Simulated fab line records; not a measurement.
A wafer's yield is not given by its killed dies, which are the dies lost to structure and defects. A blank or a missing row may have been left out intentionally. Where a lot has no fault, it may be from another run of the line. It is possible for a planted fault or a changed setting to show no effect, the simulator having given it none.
Which tool was responsible? || flow sky130 || 72 wafers from 24 lots sampled at 5 of the route's 708 steps

== WHAT EACH GAUGE READ, for each wafer ==
SKY_DNWELL_TW_MEAS_09. Usual: for DNWELL_TW the level is 1121 and the standard deviation is 7.2.
{"lot": "L075", "measured": "day 3 07:33", "on": "film_metro-04", "DNWELL_TW": "1127 1121 1132", "flag": ""}
{"lot": "L074", "measured": "day 3 07:52", "on": "film_metro-02", "DNWELL_TW": "1117 1112 1108", "flag": ""}
{"lot": "L076", "measured": "day 3 20:19", "on": "film_metro-02", "DNWELL_TW": "1114 1113 1112", "flag": ""}
{"lot": "L077", "measured": "day 3 21:44", "on": "film_metro-04", "DNWELL_TW": "1118 1124 1120", "flag": ""}
{"lot": "L078", "measured": "day 4 05:55", "on": "film_metro-02", "DNWELL_TW": "1115 1120 1115", "flag": ""}
{"lot": "L079", "measured": "day 4 08:58", "on": "film_metro-02", "DNWELL_TW": "1112 1114 1108", "flag": ""}
{"lot": "L080", "measured": "day 4 12:40", "on": "film_metro-04", "DNWELL_TW": "1127 1131 1129", "flag": ""}
{"lot": "L081", "measured": "day 4 15:03", "on": "film_metro-02", "DNWELL_TW": "1109 1112 1111", "flag": ""}
{"lot": "L082", "measured": "day 4 20:31", "on": "film_metro-01", "DNWELL_TW": "1121 1123 1119", "flag": ""}
{"lot": "L083", "measured": "day 5 05:39", "on": "film_metro-01", "DNWELL_TW": "1114 1121 1118", "flag": ""}
{"lot": "L084", "measured": "day 5 13:20", "on": "film_metro-02", "DNWELL_TW": "1120 1114 1117", "flag": ""}
{"lot": "L085", "measured": "day 5 17:46", "on": "film_metro-02", "DNWELL_TW": "1120 1123 1124", "flag": ""}
{"lot": "L086", "measured": "day 5 22:55", "on": "film_metro-02", "DNWELL_TW": "1111 1113 1118", "flag": ""}
{"lot": "L087", "measured": "day 6 05:04", "on": "film_metro-04", "DNWELL_TW": "1133 1135 1137", "flag": ""}
{"lot": "L088", "measured": "day 6 07:21", "on": "film_metro-02", "DNWELL_TW": "1116 1114 1120", "flag": ""}
{"lot": "L089", "measured": "day 6 14:07", "on": "film_metro-01", "DNWELL_TW": "1121 1116 1121", "flag": ""}
{"lot": "L090", "measured": "day 6 20:15", "on": "film_metro-01", "DNWELL_TW": "1123 1112 1118", "flag": ""}
{"lot": "L091", "measured": "day 7 00:04", "on": "film_metro-01", "DNWELL_TW": "1115 1127 1129", "flag": ""}
{"lot": "L092", "measured": "day 7 05:06", "on": "film_metro-01", "DNWELL_TW": "1128 1128 1127", "flag": ""}
{"lot": "L093", "measured": "day 7 08:47", "on": "film_metro-04", "DNWELL_TW": "1126 1135 1136", "flag": ""}
{"lot": "L094", "measured": "day 7 20:09", "on": "film_metro-02", "DNWELL_TW": "1119 1116 1117", "flag": ""}
{"lot": "L095", "measured": "day 8 07:12", "on": "film_metro-01", "DNWELL_TW": "1129 1123 1121", "flag": ""}
{"lot": "L097", "measured": "day 8 18:16", "on": "film_metro-04", "DNWELL_TW": "1127 1123 1131", "flag": ""}
{"lot": "L096", "measured": "day 8 18:37", "on": "film_metro-01", "DNWELL_TW": "1124 1126 1121", "flag": ""}

SKY_CONTACT_RS_MEAS_25: the measuring method here is four-point-probe. Usual: for CONTACT_W_RS the level is 0.337 ohm/sq and the standard deviation is 0.0064.
{"lot": "L075", "measured": "day 31 11:05", "on": "film_metro-04", "CONTACT_W_RS (ohm/sq)": "0.340 0.341 0.341", "flag": ""}
{"lot": "L074", "measured": "day 31 13:22", "on": "film_metro-04", "CONTACT_W_RS (ohm/sq)": "0.345 0.346 0.342", "flag": ""}
{"lot": "L076", "measured": "day 32 00:58", "on": "film_metro-04", "CONTACT_W_RS (ohm/sq)": "0.337 0.326 0.339", "flag": ""}
{"lot": "L077", "measured": "day 32 06:32", "on": "film_metro-04", "CONTACT_W_RS (ohm/sq)": "0.344 0.340 0.341", "flag": ""}
{"lot": "L078", "measured": "day 32 22:55", "on": "film_metro-04", "CONTACT_W_RS (ohm/sq)": "0.344 0.339 0.347", "flag": ""}
{"lot": "L079", "measured": "day 33 04:37", "on": "film_metro-03", "CONTACT_W_RS (ohm/sq)": "0.343 0.339 0.346", "flag": ""}
{"lot": "L080", "measured": "day 33 09:34", "on": "film_metro-04", "CONTACT_W_RS (ohm/sq)": "0.340 0.346 0.338", "flag": ""}
{"lot": "L081", "measured": "day 33 19:07", "on": "film_metro-02", "CONTACT_W_RS (ohm/sq)": "0.338 0.340 0.338", "flag": ""}
{"lot": "L082", "measured": "day 33 23:53", "on": "film_metro-04", "CONTACT_W_RS (ohm/sq)": "0.348 0.341 0.338", "flag": ""}
{"lot": "L083", "measured": "day 34 09:55", "on": "film_metro-02", "CONTACT_W_RS (ohm/sq)": "0.326 0.338 0.337", "flag": ""}
{"lot": "L084", "measured": "day 34 21:24", "on": "film_metro-02", "CONTACT_W_RS (ohm/sq)": "0.315 0.319 0.332", "flag": ""}
{"lot": "L085", "measured": "day 35 05:31", "on": "film_metro-04", "CONTACT_W_RS (ohm/sq)": "0.339 0.336 0.340", "flag": ""}
{"lot": "L086", "measured": "day 35 09:25", "on": "film_metro-04", "CONTACT_W_RS (ohm/sq)": "0.336 0.338 0.343", "flag": ""}
{"lot": "L087", "measured": "day 35 17:20", "on": "film_metro-02", "CONTACT_W_RS (ohm/sq)": "0.337 0.333 0.330", "flag": ""}
{"lot": "L088", "measured": "day 36 01:07", "on": "film_metro-02", "CONTACT_W_RS (ohm/sq)": "0.341 0.345 0.349", "flag": ""}
{"lot": "L089", "measured": "day 36 01:29", "on": "film_metro-04", "CONTACT_W_RS (ohm/sq)": "0.336 0.336 0.335", "flag": ""}
{"lot": "L090", "measured": "day 36 13:26", "on": "film_metro-03", "CONTACT_W_RS (ohm/sq)": "0.334 0.340 0.340", "flag": ""}
{"lot": "L091", "measured": "day 36 19:14", "on": "film_metro-03", "CONTACT_W_RS (ohm/sq)": "0.334 0.344 0.342", "flag": ""}
{"lot": "L092", "measured": "day 36 22:53", "on": "film_metro-02", "CONTACT_W_RS (ohm/sq)": "0.345 0.341 0.336", "flag": ""}
{"lot": "L093", "measured": "day 37 02:53", "on": "film_metro-04", "CONTACT_W_RS (ohm/sq)": "0.328 0.334 0.326", "flag": ""}
{"lot": "L094", "measured": "day 38 01:22", "on": "film_metro-04", "CONTACT_W_RS (ohm/sq)": "0.334 0.338 0.337", "flag": ""}
{"lot": "L095", "measured": "day 38 13:23", "on": "film_metro-03", "CONTACT_W_RS (ohm/sq)": "0.337 0.330 0.342", "flag": ""}
{"lot": "L097", "measured": "day 38 20:41", "on": "film_metro-02", "CONTACT_W_RS (ohm/sq)": "0.339 0.327 0.336", "flag": ""}
{"lot": "L096", "measured": "day 39 06:47", "on": "film_metro-02", "CONTACT_W_RS (ohm/sq)": "0.340 0.340 0.336", "flag": ""}

SKY_METAL1_RS_MEAS_05: the measuring method here is four-point-probe. Usual: for METAL1_ALCU_RS the level is 0.1263 ohm/sq and the standard deviation is 0.0016.
{"lot": "L075", "measured": "day 31 11:42", "on": "film_metro-01", "METAL1_ALCU_RS (ohm/sq)": "0.1268 0.1272 0.1261", "flag": ""}
{"lot": "L074", "measured": "day 31 14:05", "on": "film_metro-01", "METAL1_ALCU_RS (ohm/sq)": "0.1273 0.1270 0.1259", "flag": ""}
{"lot": "L076", "measured": "day 32 01:47", "on": "film_metro-01", "METAL1_ALCU_RS (ohm/sq)": "0.1272 0.1272 0.1278", "flag": ""}
{"lot": "L077", "measured": "day 32 07:10", "on": "film_metro-04", "METAL1_ALCU_RS (ohm/sq)": "0.1251 0.1259 0.1265", "flag": ""}
{"lot": "L078", "measured": "day 32 23:32", "on": "film_metro-01", "METAL1_ALCU_RS (ohm/sq)": "0.1268 0.1262 0.1267", "flag": ""}
{"lot": "L079", "measured": "day 33 05:14", "on": "film_metro-04", "METAL1_ALCU_RS (ohm/sq)": "0.1267 0.1274 0.1260", "flag": ""}
{"lot": "L080", "measured": "day 33 10:11", "on": "film_metro-04", "METAL1_ALCU_RS (ohm/sq)": "0.1252 0.1254 0.1259", "flag": ""}
{"lot": "L081", "measured": "day 33 19:44", "on": "film_metro-01", "METAL1_ALCU_RS (ohm/sq)": "0.1258 0.1268 0.1258", "flag": ""}
{"lot": "L082", "measured": "day 34 00:30", "on": "film_metro-01", "METAL1_ALCU_RS (ohm/sq)": "0.1282 0.1265 0.1268", "flag": ""}
{"lot": "L083", "measured": "day 34 10:32", "on": "film_metro-02", "METAL1_ALCU_RS (ohm/sq)": "0.1281 0.1290 0.1280", "flag": ""}
{"lot": "L084", "measured": "day 34 22:01", "on": "film_metro-04", "METAL1_ALCU_RS (ohm/sq)": "0.1239 0.1245 0.1245", "flag": ""}
{"lot": "L085", "measured": "day 35 06:08", "on": "film_metro-02", "METAL1_ALCU_RS (ohm/sq)": "0.1283 0.1293 0.1286", "flag": ""}
{"lot": "L086", "measured": "day 35 10:02", "on": "film_metro-04", "METAL1_ALCU_RS (ohm/sq)": "0.1252 0.1262 0.1281", "flag": ""}
{"lot": "L087", "measured": "day 35 17:58", "on": "film_metro-02", "METAL1_ALCU_RS (ohm/sq)": "0.1286 0.1264 0.1269", "flag": ""}
{"lot": "L088", "measured": "day 36 01:44", "on": "film_metro-01", "METAL1_ALCU_RS (ohm/sq)": "0.1271 0.1270 0.1262", "flag": ""}
{"lot": "L089", "measured": "day 36 02:07", "on": "film_metro-02", "METAL1_ALCU_RS (ohm/sq)": "0.1252 0.1255 0.1244", "flag": ""}
{"lot": "L090", "measured": "day 36 14:04", "on": "film_metro-04", "METAL1_ALCU_RS (ohm/sq)": "0.1243 0.1243 0.1246", "flag": ""}
{"lot": "L091", "measured": "day 36 19:52", "on": "film_metro-04", "METAL1_ALCU_RS (ohm/sq)": "0.1253 0.1257 0.1251", "flag": ""}
{"lot": "L092", "measured": "day 36 23:31", "on": "film_metro-02", "METAL1_ALCU_RS (ohm/sq)": "0.1254 0.1278 0.1261", "flag": ""}
{"lot": "L093", "measured": "day 37 03:31", "on": "film_metro-02", "METAL1_ALCU_RS (ohm/sq)": "0.1284 0.1284 0.1282", "flag": ""}
{"lot": "L094", "measured": "day 38 01:59", "on": "film_metro-04", "METAL1_ALCU_RS (ohm/sq)": "0.1242 0.1236 0.1236", "flag": ""}
{"lot": "L095", "measured": "day 38 14:02", "on": "film_metro-02", "METAL1_ALCU_RS (ohm/sq)": "0.1247 0.1259 0.1237", "flag": ""}
{"lot": "L097", "measured": "day 38 21:18", "on": "film_metro-02", "METAL1_ALCU_RS (ohm/sq)": "0.1270 0.1276 0.1267", "flag": ""}
{"lot": "L096", "measured": "day 39 07:25", "on": "film_metro-01", "METAL1_ALCU_RS (ohm/sq)": "0.1244 0.1242 0.1248", "flag": ""}

SKY_VIA1_OVL_MEAS_13. Usual: for VIA1_OVL the level is 0 nm and the standard deviation is 4.8.
{"lot": "L075", "measured": "day 33 17:44", "on": "overlay-02", "VIA1_OVL (nm)": "-5 -2 -2", "flag": ""}
{"lot": "L074", "measured": "day 33 21:34", "on": "overlay-02", "VIA1_OVL (nm)": "0 -6 1", "flag": ""}
{"lot": "L076", "measured": "day 34 07:54", "on": "overlay-02", "VIA1_OVL (nm)": "1 3 4", "flag": ""}
{"lot": "L077", "measured": "day 34 14:16", "on": "overlay-02", "VIA1_OVL (nm)": "2 0 1", "flag": ""}
{"lot": "L078", "measured": "day 35 06:31", "on": "overlay-02", "VIA1_OVL (nm)": "-3 3 2", "flag": ""}
{"lot": "L079", "measured": "day 35 10:56", "on": "overlay-02", "VIA1_OVL (nm)": "-13 -5 -6", "flag": ""}
{"lot": "L080", "measured": "day 35 16:04", "on": "overlay-01", "VIA1_OVL (nm)": "3 6 3", "flag": ""}
{"lot": "L081", "measured": "day 36 01:53", "on": "overlay-02", "VIA1_OVL (nm)": "-1 -2 1", "flag": ""}
{"lot": "L082", "measured": "day 36 06:05", "on": "overlay-02", "VIA1_OVL (nm)": "2 8 6", "flag": ""}
{"lot": "L083", "measured": "day 36 16:23", "on": "overlay-01", "VIA1_OVL (nm)": "0 1 6", "flag": ""}
{"lot": "L084", "measured": "day 37 03:11", "on": "overlay-02", "VIA1_OVL (nm)": "5 5 1", "flag": ""}
{"lot": "L085", "measured": "day 37 11:35", "on": "overlay-01", "VIA1_OVL (nm)": "-2 -1 1", "flag": ""}
{"lot": "L086", "measured": "day 37 15:07", "on": "overlay-02", "VIA1_OVL (nm)": "10 11 14", "flag": ""}
{"lot": "L087", "measured": "day 37 23:03", "on": "overlay-01", "VIA1_OVL (nm)": "4 -3 1", "flag": ""}
{"lot": "L088", "measured": "day 38 07:10", "on": "overlay-01", "VIA1_OVL (nm)": "3 7 -1", "flag": ""}
{"lot": "L089", "measured": "day 38 07:27", "on": "overlay-01", "VIA1_OVL (nm)": "1 9 4", "flag": ""}
{"lot": "L090", "measured": "day 38 19:01", "on": "overlay-02", "VIA1_OVL (nm)": "-1 3 7", "flag": ""}
{"lot": "L091", "measured": "day 39 00:58", "on": "overlay-01", "VIA1_OVL (nm)": "-8 -6 -2", "flag": ""}
{"lot": "L092", "measured": "day 39 02:47", "on": "overlay-01", "VIA1_OVL (nm)": "0 3 1", "flag": ""}
{"lot": "L093", "measured": "day 39 07:53", "on": "overlay-02", "VIA1_OVL (nm)": "-2 -1 -3", "flag": ""}
{"lot": "L094", "measured": "day 40 05:42", "on": "overlay-02", "VIA1_OVL (nm)": "-8 -3 -7", "flag": ""}
{"lot": "L095", "measured": "day 40 17:35", "on": "overlay-02", "VIA1_OVL (nm)": "-7 -6 -8", "flag": ""}
{"lot": "L097", "measured": "day 40 23:52", "on": "overlay-02", "VIA1_OVL (nm)": "2 -2 2", "flag": ""}
{"lot": "L096", "measured": "day 41 09:40", "on": "overlay-01", "VIA1_OVL (nm)": "4 6 4", "flag": ""}

== WHICH TOOL RAN EACH LOT (tool, then ch and the chambers of the sampled wafers, then the start) ==
{"lot": "L075", "SKY_LI_CONTACT_STRIP_16": "plasma_asher-02 ch 0,1, day 29 02:17"}
{"lot": "L074", "SKY_LI_CONTACT_STRIP_16": "plasma_asher-02 ch 0,1, day 29 03:35"}
{"lot": "L076", "SKY_LI_CONTACT_STRIP_16": "plasma_asher-04 ch 0,1, day 29 15:26"}
{"lot": "L077", "SKY_LI_CONTACT_STRIP_16": "plasma_asher-02 ch 0,1, day 29 20:35"}
{"lot": "L078", "SKY_LI_CONTACT_STRIP_16": "plasma_asher-04 ch 0,1, day 30 11:31"}
{"lot": "L079", "SKY_LI_CONTACT_STRIP_16": "plasma_asher-04 ch 0,1, day 30 19:17"}
{"lot": "L080", "SKY_LI_CONTACT_STRIP_16": "plasma_asher-02 ch 0,1, day 30 23:29"}
{"lot": "L081", "SKY_LI_CONTACT_STRIP_16": "plasma_asher-02 ch 0,1, day 31 10:43"}
{"lot": "L082", "SKY_LI_CONTACT_STRIP_16": "plasma_asher-04 ch 0,1, day 31 14:07"}
{"lot": "L083", "SKY_LI_CONTACT_STRIP_16": "plasma_asher-01 ch 0,1, day 32 00:50"}
{"lot": "L084", "SKY_LI_CONTACT_STRIP_16": "plasma_asher-01 ch 0,1, day 32 13:19"}
{"lot": "L085", "SKY_LI_CONTACT_STRIP_16": "plasma_asher-04 ch 0,1, day 32 20:04"}
{"lot": "L086", "SKY_LI_CONTACT_STRIP_16": "plasma_asher-02 ch 0,1, day 32 22:44"}
{"lot": "L087", "SKY_LI_CONTACT_STRIP_16": "plasma_asher-01 ch 0,1, day 33 10:08"}
{"lot": "L088", "SKY_LI_CONTACT_STRIP_16": "plasma_asher-02 ch 1, day 33 16:56"}
{"lot": "L089", "SKY_LI_CONTACT_STRIP_16": "plasma_asher-02 ch 0,1, day 33 17:53"}
{"lot": "L090", "SKY_LI_CONTACT_STRIP_16": "plasma_asher-02 ch 0,1, day 34 05:19"}
{"lot": "L091", "SKY_LI_CONTACT_STRIP_16": "plasma_asher-04 ch 0,1, day 34 11:43"}
{"lot": "L092", "SKY_LI_CONTACT_STRIP_16": "plasma_asher-01 ch 0, day 34 15:26"}
{"lot": "L093", "SKY_LI_CONTACT_STRIP_16": "plasma_asher-04 ch 0,1, day 34 19:26"}
{"lot": "L094", "SKY_LI_CONTACT_STRIP_16": "plasma_asher-04 ch 0,1, day 35 18:53"}
{"lot": "L095", "SKY_LI_CONTACT_STRIP_16": "plasma_asher-02 ch 0,1, day 36 06:02"}
{"lot": "L097", "SKY_LI_CONTACT_STRIP_16": "plasma_asher-01 ch 1, day 36 13:53"}
{"lot": "L096", "SKY_LI_CONTACT_STRIP_16": "plasma_asher-04 ch 0,1, day 36 23:07"}
- SKY_LI_CONTACT_STRIP_16: strips in O2/N2.

== AS READ BY THE TOOLS THEMSELVES (means over the sampled wafers that have a number; for cases with no such wafer, the mark the record gives instead) ==
SKY_LI_CONTACT_STRIP_16. Usual: drypump_motor_current_A 5.82 A, standard deviation 0.12; oes_product_au 0.376 a.u., standard deviation 0.0048; strip_time_to_endpoint_s 3.50 s, standard deviation 0.042.
{"lot": "L075", "tool": "plasma_asher-02", "drypump_motor_current_A (A)": 5.83, "oes_product_au (a.u.)": 0.379, "strip_time_to_endpoint_s (s)": 3.54, "flag": ""}
{"lot": "L074", "tool": "plasma_asher-02", "drypump_motor_current_A (A)": 5.75, "oes_product_au (a.u.)": 0.379, "strip_time_to_endpoint_s (s)": 3.52, "flag": ""}
{"lot": "L076", "tool": "plasma_asher-04", "drypump_motor_current_A (A)": 5.93, "oes_product_au (a.u.)": 0.378, "strip_time_to_endpoint_s (s)": 3.51, "flag": ""}
{"lot": "L077", "tool": "plasma_asher-02", "drypump_motor_current_A (A)": 5.75, "oes_product_au (a.u.)": 0.381, "strip_time_to_endpoint_s (s)": 3.52, "flag": ""}
{"lot": "L078", "tool": "plasma_asher-04", "drypump_motor_current_A (A)": 5.92, "oes_product_au (a.u.)": 0.376, "strip_time_to_endpoint_s (s)": 3.47, "flag": ""}
{"lot": "L079", "tool": "plasma_asher-04", "drypump_motor_current_A (A)": 5.90, "oes_product_au (a.u.)": 0.377, "strip_time_to_endpoint_s (s)": 3.54, "flag": ""}
{"lot": "L080", "tool": "plasma_asher-02", "drypump_motor_current_A (A)": 5.76, "oes_product_au (a.u.)": 0.377, "strip_time_to_endpoint_s (s)": 3.50, "flag": ""}
{"lot": "L081", "tool": "plasma_asher-02", "drypump_motor_current_A (A)": 5.75, "oes_product_au (a.u.)": 0.374, "strip_time_to_endpoint_s (s)": 3.52, "flag": ""}
{"lot": "L082", "tool": "plasma_asher-04", "drypump_motor_current_A (A)": 5.91, "oes_product_au (a.u.)": 0.376, "strip_time_to_endpoint_s (s)": 3.48, "flag": ""}
{"lot": "L083", "tool": "plasma_asher-01", "drypump_motor_current_A (A)": 5.70, "oes_product_au (a.u.)": 0.372, "strip_time_to_endpoint_s (s)": 3.46, "flag": ""}
{"lot": "L084", "tool": "plasma_asher-01", "drypump_motor_current_A (A)": 5.70, "oes_product_au (a.u.)": 0.373, "strip_time_to_endpoint_s (s)": 3.47, "flag": ""}
{"lot": "L085", "tool": "plasma_asher-04", "drypump_motor_current_A (A)": 5.91, "oes_product_au (a.u.)": 0.376, "strip_time_to_endpoint_s (s)": 3.49, "flag": ""}
{"lot": "L086", "tool": "plasma_asher-02", "drypump_motor_current_A (A)": 5.76, "oes_product_au (a.u.)": 0.379, "strip_time_to_endpoint_s (s)": 3.48, "flag": ""}
{"lot": "L087", "tool": "plasma_asher-01", "drypump_motor_current_A (A)": 5.66, "oes_product_au (a.u.)": 0.381, "strip_time_to_endpoint_s (s)": 3.47, "flag": ""}
{"lot": "L088", "tool": "plasma_asher-02", "drypump_motor_current_A (A)": 5.88, "oes_product_au (a.u.)": 0.379, "strip_time_to_endpoint_s (s)": 3.53, "flag": ""}
{"lot": "L089", "tool": "plasma_asher-02", "drypump_motor_current_A (A)": 5.76, "oes_product_au (a.u.)": 0.375, "strip_time_to_endpoint_s (s)": 3.50, "flag": ""}
{"lot": "L090", "tool": "plasma_asher-02", "drypump_motor_current_A (A)": 5.77, "oes_product_au (a.u.)": 0.377, "strip_time_to_endpoint_s (s)": 3.54, "flag": ""}
{"lot": "L091", "tool": "plasma_asher-04", "drypump_motor_current_A (A)": 5.92, "oes_product_au (a.u.)": 0.378, "strip_time_to_endpoint_s (s)": 3.49, "flag": ""}
{"lot": "L092", "tool": "plasma_asher-01", "drypump_motor_current_A (A)": 5.62, "oes_product_au (a.u.)": 0.378, "strip_time_to_endpoint_s (s)": 3.48, "flag": ""}
{"lot": "L093", "tool": "plasma_asher-04", "drypump_motor_current_A (A)": 5.95, "oes_product_au (a.u.)": 0.377, "strip_time_to_endpoint_s (s)": 3.45, "flag": ""}
{"lot": "L094", "tool": "plasma_asher-04", "drypump_motor_current_A (A)": 5.94, "oes_product_au (a.u.)": 0.376, "strip_time_to_endpoint_s (s)": 3.53, "flag": ""}
{"lot": "L095", "tool": "plasma_asher-02", "drypump_motor_current_A (A)": 5.76, "oes_product_au (a.u.)": 0.377, "strip_time_to_endpoint_s (s)": 3.56, "flag": ""}
{"lot": "L097", "tool": "plasma_asher-01", "drypump_motor_current_A (A)": 5.75, "oes_product_au (a.u.)": 0.379, "strip_time_to_endpoint_s (s)": 3.49, "flag": ""}
{"lot": "L096", "tool": "plasma_asher-04", "drypump_motor_current_A (A)": 5.91, "oes_product_au (a.u.)": 0.368, "strip_time_to_endpoint_s (s)": 3.44, "flag": ""}

== THE ANSWER, worked out from the rows above alone ==
Rule: lot off if the mean of its wafers having a number is beyond 3 standard deviations from the usual mean. Also off: a lot with no number at a reading for which 4 or more lots have one. Where the step has rows for the other lots, those lots are counted as sound. After the gauges, taken in route order, come the tools' own readings; for these a lot's mean is taken, as printed above. At the first step where some lot is off, the reading lying furthest off is the one used; lots without a number count as furthest.
No lot is off on any of the readings shown, so nothing can be concluded from this.

== WHAT THE SIMULATOR PUT IN ==
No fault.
